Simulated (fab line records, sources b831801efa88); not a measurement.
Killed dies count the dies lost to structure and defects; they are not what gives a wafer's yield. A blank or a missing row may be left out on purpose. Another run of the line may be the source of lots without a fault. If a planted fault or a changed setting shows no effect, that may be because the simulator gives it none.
Code-filled problem report in 8D (eight disciplines) form + flow sky130 + the parts of the form that need people (team, actions taken, sign-off) are left out

1. THE ISSUE
VIA2_HDPCVD_THK at SKY_VIA2_THK_MEAS_01 reads a mean of 1261 nm on 1 wafer of 1 lot; wafers without a fault read 1176 nm with a standard deviation of 12. That puts it +7.1 standard deviations away from the usual mean.
The first sign was on wafer L531.1 at day 39 15:14, on film metro-04. The record holds 35 wafers of 12 lots with a number at this step. Rule for "out", or "out of limits": more than 4 standard deviations from the usual mean. Any other wafer with a number is counted as sound.

2. WHAT IT IS, WHAT IT ISN'T
| question                    | is                | is not                                                                                 |
|-----------------------------|-------------------|----------------------------------------------------------------------------------------|
| which readings at this step | VIA2_HDPCVD_THK   | -                                                                                      |
| which lots                  | L531              | L518, L519, L520, L521, L522, L523, L524, L535, L536, L539, L541                       |
| which wafers of those lots  | L531.1            | L531.3                                                                                 |
| read on which gauges        | film metro-04     | film metro-01, film metro-02                                                           |
| when                        | from day 39 15:14 | up to then (22 sound wafers); but 12 sound wafers of L535, L536, L539, L541 came after |

3. WHAT RULES OUT EACH SUSPECT
Counting: a tool at a process step up to the reading stays a suspect if it ran every lot that is out. Sound lots after the first of them don't rule it out here, since some wafers of a struck lot are sound.
- the gauge at SKY_VIA2_THK_MEAS_01: ruled out. All the wafers that are out were read on film metro-04, but those of them that SKY_VIA2_HDPCVD_00 has rows for are out there too, on other tools.
- hdpcvd-01 at SKY_VIA2_HDPCVD_00 (deposits SiO2, target thk 1180 nm, time 196.7 s): kept. The lot that is out, L531, ran on it at day 39 15:06; the last sound lot it ran before that was L523, at day 37 20:49. Its own run length s readings are out on those wafers.
- At SKY_VIA2_HDPCVD_00 on hdpcvd-01, chamber 0 took the sound wafers of the same lots and chamber 2 took the wafers that are out.
The count leaves hdpcvd-01 at SKY_VIA2_HDPCVD_00.

4. THE CAUSE (what the simulator had put in)
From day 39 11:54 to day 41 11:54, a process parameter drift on hdpcvd-01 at SKY_VIA2_HDPCVD_00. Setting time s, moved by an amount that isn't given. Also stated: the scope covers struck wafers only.
This tool alone remained once counting was done.

5. THE CHAIN OF EFFECTS, in route order
Each row: a reading where the mean over the struck wafers with a number is more than 3 standard deviations away from the usual. Only readings for which the record gives a usual standard deviation are gone through. hours: the time from each lot's start at the first step in this table that gives one to its start at this step, as a median over the lots. sigmas: the change in usual standard deviations.
| hours | step                 | reading         | usual   | on struck wafers | change | sigmas |
|-------|----------------------|-----------------|---------|------------------|--------|--------|
| 0     | SKY_VIA2_HDPCVD_00   | run length s    | 224.7 s | 236.1            | +11.4  | +21    |
| 0     | SKY_VIA2_THK_MEAS_01 | VIA2_HDPCVD_THK | 1176 nm | 1261             | +85    | +7.1   |
Its process steps:
- SKY_VIA2_HDPCVD_00: deposits SiO2, target thk 1180 nm, time 196.7 s.
At these later measuring or inspecting steps, every struck wafer for which the step has a row has a number for every such reading, and none has moved that far: SKY_VIA2_THK_MEAS_23.

6. WHAT WOULD HAVE CAUGHT IT SOONER
The first out-of-limits reading at a measuring or inspecting step in this record came at day 39 15:14, 3 hours after the fault's start at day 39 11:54.
At SKY_VIA2_HDPCVD_00, the tool's own readings (run length s) were out on each struck wafer the step has a row for, so an alarm limit on them would have fired on the first such wafer.
By day 39 15:14, every lot that is out (1) had started SKY_VIA2_HDPCVD_00 on hdpcvd-01. A hold on the tool at that time would have spared none of them.
